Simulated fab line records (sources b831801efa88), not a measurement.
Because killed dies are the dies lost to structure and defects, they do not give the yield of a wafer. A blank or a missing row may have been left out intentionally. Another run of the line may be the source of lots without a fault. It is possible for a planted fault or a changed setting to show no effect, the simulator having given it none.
Matching of chambers / flow sky130 / SKY_FIELD_ISO_ETCH_14 on rie diel-04 has 3 sister chambers
The step etches BARC in N2/H2, stops on SiO2, time 45.9 s, target depth 60 nm. 16 wafers are shown with their chamber, then 6 later ones without.

== WAFERS, EACH WITH ITS CHAMBER ==
wafer=L725.3; chamber=0; drypump motor current A (A)=6.10; rf fwd power W (W)=491.7; oes product au (a.u.)=0.856
wafer=L725.4; chamber=2; drypump motor current A (A)=5.69; rf fwd power W (W)=496.7; oes product au (a.u.)=0.859
wafer=L725.5; chamber=3; drypump motor current A (A)=5.36; rf fwd power W (W)=494.7; oes product au (a.u.)=0.851
wafer=L729.3; chamber=2; drypump motor current A (A)=5.73; rf fwd power W (W)=495.2; oes product au (a.u.)=0.854
wafer=L729.4; chamber=0; drypump motor current A (A)=6.07; rf fwd power W (W)=492.3; oes product au (a.u.)=0.852
wafer=L729.6; chamber=0; drypump motor current A (A)=6.10; rf fwd power W (W)=492.8; oes product au (a.u.)=0.859
wafer=L733.2; chamber=3; drypump motor current A (A)=5.34; rf fwd power W (W)=492.7; oes product au (a.u.)=0.853
wafer=L733.4; chamber=0; drypump motor current A (A)=6.09; rf fwd power W (W)=489.9; oes product au (a.u.)=0.856
wafer=L733.5; chamber=2; drypump motor current A (A)=5.69; rf fwd power W (W)=497.5; oes product au (a.u.)=0.858
wafer=L735.2; chamber=3; drypump motor current A (A)=5.37; rf fwd power W (W)=494.8; oes product au (a.u.)=0.854
wafer=L735.3; chamber=2; drypump motor current A (A)=5.74; rf fwd power W (W)=496.8; oes product au (a.u.)=0.855
wafer=L735.4; chamber=0; drypump motor current A (A)=6.10; rf fwd power W (W)=493.5; oes product au (a.u.)=0.850
wafer=L744.1; chamber=3; drypump motor current A (A)=5.34; rf fwd power W (W)=494.3; oes product au (a.u.)=0.858
wafer=L744.4; chamber=0; drypump motor current A (A)=6.09; rf fwd power W (W)=490.6; oes product au (a.u.)=0.854
wafer=L744.5; chamber=0; drypump motor current A (A)=6.10; rf fwd power W (W)=490.8; oes product au (a.u.)=0.859
wafer=L745.1; chamber=3; drypump motor current A (A)=5.36; rf fwd power W (W)=494.6; oes product au (a.u.)=0.855

SIGNATURES (averages over the wafers above)
reading=drypump motor current A; chamber 0=6.0929; chamber 2=5.7125; chamber 3=5.3540; scatter within a chamber=0.0165
reading=rf fwd power W; chamber 0=491.657; chamber 2=496.550; chamber 3=494.220; scatter within a chamber=1.11
reading=oes product au; chamber 0=0.85514; chamber 2=0.85650; chamber 3=0.85420; scatter within a chamber=0.00294
Rule: a wafer lies at a distance from a chamber equal to the root of the sum of squares, over the readings, of (its reading less the chamber's mean, divided by the reading's scatter). The wafer belongs to the nearest chamber; if the next one is less than 2 further off, it can't be placed. The scatter is the square root of a quotient: the sum, over the shown wafers, of each reading's squared deviation from its chamber's mean, divided by wafers minus chambers.

== WAFERS MISSING THEIR CHAMBER ==
wafer=L745.2; drypump motor current A (A)=6.09; rf fwd power W (W)=491.7; oes product au (a.u.)=0.861
wafer=L745.3; drypump motor current A (A)=5.70; rf fwd power W (W)=498.5; oes product au (a.u.)=0.863
wafer=L746.4; drypump motor current A (A)=5.35; rf fwd power W (W)=495.1; oes product au (a.u.)=0.858
wafer=L746.6; drypump motor current A (A)=5.72; rf fwd power W (W)=494.0; oes product au (a.u.)=0.859
wafer=L747.3; drypump motor current A (A)=6.09; rf fwd power W (W)=489.8; oes product au (a.u.)=0.853
wafer=L747.5; drypump motor current A (A)=5.36; rf fwd power W (W)=494.6; oes product au (a.u.)=0.857

== THE CHAMBER EACH PASSED THROUGH ==
wafer=L745.2; from the rows above=0; in truth=0
wafer=L745.3; from the rows above=2; in truth=2
wafer=L746.4; from the rows above=3; in truth=3
wafer=L746.6; from the rows above=2; in truth=2
wafer=L747.3; from the rows above=0; in truth=0
wafer=L747.5; from the rows above=3; in truth=3
Placed correctly: 6 of 6. Left unplaced by these rows: 0. Placed wrongly: 0.
